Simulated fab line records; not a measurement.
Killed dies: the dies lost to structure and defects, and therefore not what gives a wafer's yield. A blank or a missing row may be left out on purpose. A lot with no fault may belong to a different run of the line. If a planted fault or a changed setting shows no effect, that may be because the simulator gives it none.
Comparing a struck lot with a sound one    flow sky130    31 out of 708 route steps
Sound: the wafers L893.3, L893.4, L893.6. Struck: wafers L885.1, L885.5 (left out: L885.2, a lot-mate that was not struck); the cause follows at the end.
Order at every step that has rows: each side's tool, ch and its chambers, its first start. Under that, the readings that differ: sound wafers    struck wafers    difference of the means    sigmas: that difference in standard deviations of wafers without a fault.
alike: a reading whose means differ by less than 2 such deviations, as well as words and numbers matching on both sides. not compared: withheld readings; readings where some wafer has no value; bounds like >300 that might hide an equal value; numbers whose values overlap and for which the record gives no deviation.
The two part at a step that has a row with sigmas, a row that says differs or no value, or rows on one side only. Non-overlapping numbers with no deviation appear without sigmas and do not part them. Lack of a reading on every wafer of one side parts them only where that side has two or more wafers.

first, 3 steps without rows for these wafers: SKY_CONTACT_STRIP_20 (strips in post etch residue remover, time 1200 s); SKY_CONTACT_CLEAN_21 (cleans in IPA, time 180 s); SKY_CONTACT_CLEAN_22 (cleans in O3/DIW).
SKY_CONTACT_SPUTTER_23: material TiN, target thk 20 nm, time 80 s.
  sound: pvdSputter-04 at day 36 21:52; struck: pvdSputter-04 at day 34 12:15
  alike: throttleValvePct
SKY_CONTACT_CVD_24: deposits W, target thk 340 nm, time 102.12 s.
  sound on cvdW-02 ch 0,1, day 36 21:58; struck on cvdW-02 ch 0,1, day 34 12:19
  alike: heaterPowerW
SKY_CONTACT_RS_MEAS_25: measures by four-point-probe.
  sound: filmMetro-04 at day 36 22:05; struck: filmMetro-02 at day 34 12:25
  alike: CONTACT_W_RS
SKY_CONTACT_THK_MEAS_26: measures by xrf.
  sound: filmMetro-04 at day 36 22:11; struck: filmMetro-02 at day 34 12:32
  alike: CONTACT_W_THK
then, 1 step without rows for these wafers: SKY_CONTACT_CMP_27 (polishes, stops on SiO2, t overpolish 15 s, target thk 0 nm).
SKY_METAL1_SPUTTER_00: material Ti, target thk 15 nm, time 10 s.
  sound: pvdSputter-02 at day 36 22:31; struck: pvdSputter-03 at day 34 12:54
  alike: throttleValvePct
then, 3 steps without rows for these wafers: SKY_METAL1_SPUTTER_01 (material TiN, target thk 20 nm, time 16.7 s); SKY_METAL1_SPUTTER_02 (material AlCu, target thk 250 nm, time 13.3 s); SKY_METAL1_SPUTTER_03 (material Ti, target thk 5 nm, time 3.3 s).
SKY_METAL1_SPUTTER_04: material TiN, target thk 70 nm, time 58.3 s.
  sound: pvdSputter-02 at day 36 22:37; struck: pvdSputter-03 at day 34 12:59
reading                                    sound              struck      difference  sigmas
model.TiN_of_METAL1_SPUTTER_04.thkNm (nm)  69.69 69.06 70.38  39.27 39.3  -30.42      
  alike: throttleValvePct
SKY_METAL1_RS_MEAS_05: measures by four-point-probe.
  sound: filmMetro-02 at day 36 22:42; struck: filmMetro-03 at day 34 13:20
  alike: METAL1_ALCU_RS
  not compared: hold
SKY_METAL1_THK_MEAS_06: measures by xrf.
  sound: filmMetro-02 at day 36 22:48; struck: filmMetro-03 at day 34 15:08
reading               sound        struck   difference  sigmas
METAL1_ALCU_THK (nm)  252 250 252  271 268  +18         +6
  not compared: hold
then, 7 steps without rows for these wafers: SKY_METAL1_HMDS_08 (prime time 60 s); SKY_METAL1_COAT_09 (resist thk 60 nm); SKY_METAL1_COAT_10 (resist thk 450 nm); SKY_METAL1_SOFTBAKE_11 (time 90 s); SKY_METAL1_EXPOSE_12 (exposes mask MM1, target cd 140 nm); SKY_METAL1_PEB_13; SKY_METAL1_DEVELOP_14 (develop time 60 s).
SKY_METAL1_CD_MEAS_15 targets a cd of 140 nm.
  sound: cdSem-01 at day 38 00:25; struck: cdSem-02 at day 35 15:49
reading    sound              struck       difference  sigmas
cdNm (nm)  143.1 142.0 143.5  138.8 138.3  -4.3        -3
SKY_METAL1_OVL_MEAS_16:
  sound: overlay-02 at day 38 00:30; struck: overlay-02 at day 35 15:56
reading          sound     struck  difference  sigmas
METAL1_OVL (nm)  -4 -3 -9  20 9    +20         +3
SKY_METAL1_DESCUM_17: chemistry O2, time 8 s.
  sound on rieMetal-04 ch 0,1, day 38 00:32; struck on rieMetal-03 ch 0, day 35 15:58
  alike: drypumpMotorCurrentA, oesProductAu, tempC
  not compared: rfHoursCounterH
then, 1 step without rows for these wafers: SKY_METAL1_ETCH_18 (etches BARC in N2/H2, stops on SiO2, time 45.9 s, target depth 60 nm).
SKY_METAL1_METAL_ETCH_19: etches the open film in Cl2/BCl3, stops on SiO2, target depth 360 nm, time 78 s.
  sound on rieMetal-04 ch 0,1, day 38 00:39; struck on rieMetal-03 ch 0, day 35 16:10
  alike: biasW, drypumpMotorCurrentA, oesProductAu, throttleValvePct
  not compared: rfHoursCounterH
then, 1 step without rows for these wafers: SKY_METAL1_STRIP_20 (strips in O2/N2).
SKY_METAL1_STRIP_21: strips in post etch residue remover, time 1200 s.
  sound on wetBench-04 ch 0, day 38 00:49; struck on wetBench-02 ch 3, day 35 16:26
reading                                    sound              struck       difference  sigmas
model.TiN_of_METAL1_SPUTTER_04.thkNm (nm)  69.27 68.64 69.96  38.85 38.88  -30.42      
  alike: tempC
then, 1 step without rows for these wafers: SKY_METAL1_CLEAN_22 (cleans in IPA, time 180 s).
-- the record jumps here: 12 days lie between the struck wafers' starts before and after (it left off in module METAL1 and takes up again in module PAD_OPEN, whose first step shown is number 708 of the route) --
SKY_PAD_OPEN_PROBE_99:
  sound: prober-02 at day 49 16:49; struck: prober-02 at day 48 01:05
reading                      sound              struck       difference  sigmas
model.etest.via1Chain.rcOhm  16.55 15.67 15.43  15.12 14.82  -0.91       
  alike: defectLimitedYield, killed_at_M0_to_M3, killed_at_M4_up, killedAtContacts, killedAtFrontEnd, killedAtOther, killedDies, killedOnRim, killedOpen, killedShort, sort_bin_3_pad_short, sort_bin_5_function, sort_bin_6_memory, sortNPass, sortYieldPct

== WHERE THEY PART ==
At SKY_METAL1_THK_MEAS_06 first; at SKY_METAL1_OVL_MEAS_16 last (within this record only). Later steps at which nothing parts them and some readings are alike: SKY_METAL1_DESCUM_17, SKY_METAL1_METAL_ETCH_19, SKY_METAL1_STRIP_21, SKY_PAD_OPEN_PROBE_99.

WHY: the cause the simulator had injected
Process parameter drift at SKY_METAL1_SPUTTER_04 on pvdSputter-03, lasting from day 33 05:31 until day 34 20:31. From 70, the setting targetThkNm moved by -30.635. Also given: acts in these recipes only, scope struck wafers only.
